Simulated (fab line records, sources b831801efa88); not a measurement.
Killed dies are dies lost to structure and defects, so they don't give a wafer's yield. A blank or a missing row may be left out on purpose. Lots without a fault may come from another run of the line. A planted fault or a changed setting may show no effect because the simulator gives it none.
Which tool did it? | flow gf180mcu | 6 lots, 18 wafers sampled, at 2 steps of a route of 602

WHAT THE GAUGES READ, wafer by wafer
GF_SAB_THK_MEAS_01.
lot  | measured     | on            | SAB_CVD_00_THK (nm)
L488 | day 14 11:34 | film_metro-02 | 46.8 47.8 48.2
L490 | day 15 05:47 | film_metro-02 | 48.2 47.5 48.5
L492 | day 16 00:45 | film_metro-03 | 47.4 47.1 47.9
L497 | day 17 22:31 | film_metro-02 | 47.8 48.9 48.1
L499 | day 18 12:20 | film_metro-02 | 47.8 47.9 48.9
L505 | day 20 14:12 | film_metro-03 | 48.1 46.9 48.6

WHICH TOOL RAN EACH LOT (tool, then ch and the chambers of the sampled wafers, then the start)
lot  | GF_HV_LDD_STRIP_49
L488 | plasma_asher-04 ch 0,1, day 12 14:58
L490 | plasma_asher-04 ch 0,1, day 13 07:27
L492 | plasma_asher-01 ch 0,1, day 14 02:06
L497 | plasma_asher-02 ch 0,1, day 15 20:47
L499 | plasma_asher-02 ch 0,1, day 16 09:57
L505 | plasma_asher-04 ch 0,1, day 18 10:09
- GF_HV_LDD_STRIP_49: strips in O2/N2.

THE ANSWER, worked out from the rows above alone
Rule: what is usual is taken from the lots themselves. Put in order of their means at a reading, lots are off if they are a third of the lots or fewer, leave a main group of 4 or more, and stand apart from it by a gap of 3 or more times the standard deviation of the main group's means; of several such gaps the widest counts. A main group whose means are all the same, to the digits that the tables above print for the reading, isn't used. A lot without any number at a reading at which 4 lots or more have one is off too. The other lots that the step has rows for count as sound.
No lot is off at any reading shown: from this, nothing can be told.

WHAT THE SIMULATOR HAD PUT IN
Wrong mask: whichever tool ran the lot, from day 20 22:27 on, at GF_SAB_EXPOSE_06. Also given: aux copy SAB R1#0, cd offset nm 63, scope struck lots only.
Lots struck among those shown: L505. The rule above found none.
